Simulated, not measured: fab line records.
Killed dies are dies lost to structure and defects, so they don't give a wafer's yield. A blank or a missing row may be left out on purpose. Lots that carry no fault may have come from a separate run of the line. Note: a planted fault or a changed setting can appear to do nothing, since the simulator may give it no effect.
The same fault as seen by 2 desks :: flow gf180mcu :: each desk holds nothing but its own numbers, with what lay behind them at the end

== FROM THE METROLOGY DESK ==
What the gauges read for every lot (on any tool): the sampled wafers with a number, averaged. If a lot's mean is further than 4 standard deviations from the usual mean, the lot is out of limits and carries the mark OUT (the distance appears in the brackets).
Columns: A = M4_OVL at GF_M4_OVL_MEAS_15, usual -4 nm; B = V4_BOW at GF_V4_BOW_MEAS_05, usual 135 um
lot: L752
first seen here: day 23 01:17
A: -6
B: 133

lot: L753
first seen here: day 23 15:08
A: -3
B: 143

lot: L754
first seen here: day 24 06:13
A: 4
B: 132

lot: L758
first seen here: day 25 16:23
A: -4
B: 143

lot: L760
first seen here: day 26 02:20
A: -9
B: 128

lot: L761
first seen here: day 26 12:01
A: -11
B: 135

lot: L762
first seen here: day 26 22:05
A: -7
B: 140

lot: L763
first seen here: day 27 10:15
A: -1
B: 142

lot: L764
first seen here: day 27 13:08
A: 2
B: 123

lot: L765
first seen here: day 28 12:19
A: 3
B: 133

lot: L766
first seen here: day 28 15:19
A: -11
B: 123

lot: L769
first seen here: day 29 05:49
A: 4
B: 146

lot: L771
first seen here: day 29 16:19
A: -6
B: 125

lot: L772
first seen here: day 30 01:01
A: -4
B: 130
This desk's verdict: no lot among the 14 shows anything out of limits.

== THE TOOL OWNER'S DESK: litho-track-04 ==
The tool's own readings at GF_M5_DEVELOP_06 (develop time 60 s): means of the sampled wafers that have a number, for each lot that ran on this tool. If a lot's mean is further than 4 standard deviations from the usual mean, the lot is out of limits and carries the mark OUT (the distance appears in the brackets).
Columns: A = chill-plate-temp-C at GF_M5_DEVELOP_06, usual 23.00 C
lot: L753
first seen here: day 26 11:36
A: 23.03

lot: L758
first seen here: day 28 03:57
A: 23.12

lot: L760
first seen here: day 28 06:15
A: 22.99

lot: L761
first seen here: day 28 07:20
A: 23.01

lot: L763
first seen here: day 29 23:19
A: 22.96

lot: L764
first seen here: day 30 06:50
A: 23.01

lot: L766
first seen here: day 30 18:16
A: 22.98
This desk's verdict: no lot among the 7 shows anything out of limits.

== ALL TOGETHER ==
Nothing out of limits was seen by the metrology desk.
Nothing out of limits was seen by the tool owner's desk.

== WHAT WAS PUT IN BY THE SIMULATOR ==
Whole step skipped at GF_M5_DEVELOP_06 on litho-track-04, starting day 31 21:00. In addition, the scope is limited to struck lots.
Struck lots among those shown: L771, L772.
